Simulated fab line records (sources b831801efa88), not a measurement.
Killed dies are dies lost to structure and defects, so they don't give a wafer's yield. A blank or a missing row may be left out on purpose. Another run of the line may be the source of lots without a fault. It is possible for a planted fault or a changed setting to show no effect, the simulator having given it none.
Which tool was responsible? | flow gf180mcu | 13 lots, 39 wafers sampled, at 2 steps of a route of 602

## WHAT EACH GAUGE READ, for each wafer
GF_V2_THK_MEAS_03. Usual: V2_CVD_02_THK gives 853 nm (standard deviation 11).
lot  | measured     | on            | V2_CVD_02_THK (nm) | flag
L519 | day 19 05:24 | film metro-03 | 847 858 852        |
L520 | day 19 12:39 | film metro-03 | 844 851 843        |
L521 | day 19 21:08 | film metro-04 | 827 844 860        |
L522 | day 20 03:29 | film metro-03 | 838 853 866        |
L524 | day 21 07:58 | film metro-02 | 862 852 860        |
L525 | day 21 13:59 | film metro-03 | 841 851 861        |
L526 | day 22 00:32 | film metro-04 | 854 864 856        |
L527 | day 22 21:34 | film metro-03 | 845 845 868        |
L528 | day 23 02:58 | film metro-03 | 860 852 858        |
L534 | day 24 18:34 | film metro-02 | 847 838 839        |
L537 | day 25 22:16 | film metro-04 | 849 865 869        |
L541 | day 26 17:19 | film metro-02 | 846 851 865        |
L542 | day 27 00:44 | film metro-03 | 861 861 858        |

GF_V2_BOW_MEAS_05. Usual: V2_BOW gives 100 um (standard deviation 8).
lot  | measured     | on            | V2_BOW (um) | flag
L519 | day 19 05:52 | film metro-02 | 91 106 102  |
L520 | day 19 13:01 | film metro-04 | 89 104 92   |
L521 | day 19 21:30 | film metro-02 | 89 88 102   |
L522 | day 20 03:51 | film metro-04 | 98 95 89    |
L524 | day 21 08:22 | film metro-03 | 108 98 100  |
L525 | day 21 14:22 | film metro-04 | 94 86 99    |
L526 | day 22 00:53 | film metro-02 | 114 129 118 |
L527 | day 22 21:56 | film metro-04 | 95 95 101   |
L528 | day 23 03:19 | film metro-04 | 104 98 106  |
L534 | day 24 19:07 | film metro-03 | 90 88 99    |
L537 | day 25 22:38 | film metro-03 | 104 96 106  |
L541 | day 26 17:41 | film metro-02 | 93 91 95    |
L542 | day 27 01:07 | film metro-03 | 92 105 100  |

## WHICH TOOL RAN EACH LOT (tool, then ch and the chambers of the sampled wafers, then the start)
There is no process step in the record ahead of these readings.

## WHAT THE TOOLS THEMSELVES READ (means of the sampled wafers that have a number; where no wafer has one, the mark that the record gives instead)
The record holds no such reading with a usual standard deviation.

## THE ANSWER, worked out from the rows above alone
Rule: lot off if the mean of its wafers having a number is beyond 3 standard deviations from the usual mean. A lot without any number at a reading at which 4 lots or more have one is off too. The other lots that the step has rows for count as sound. First the gauges in route order, then the tools' own readings, where a lot's mean is used as printed above. At the first step where some lot is off, the reading lying furthest off is the one used; lots without a number count as furthest.
None of the lots is off at any reading shown; this tells nothing.

## WHAT WAS PUT IN BY THE SIMULATOR
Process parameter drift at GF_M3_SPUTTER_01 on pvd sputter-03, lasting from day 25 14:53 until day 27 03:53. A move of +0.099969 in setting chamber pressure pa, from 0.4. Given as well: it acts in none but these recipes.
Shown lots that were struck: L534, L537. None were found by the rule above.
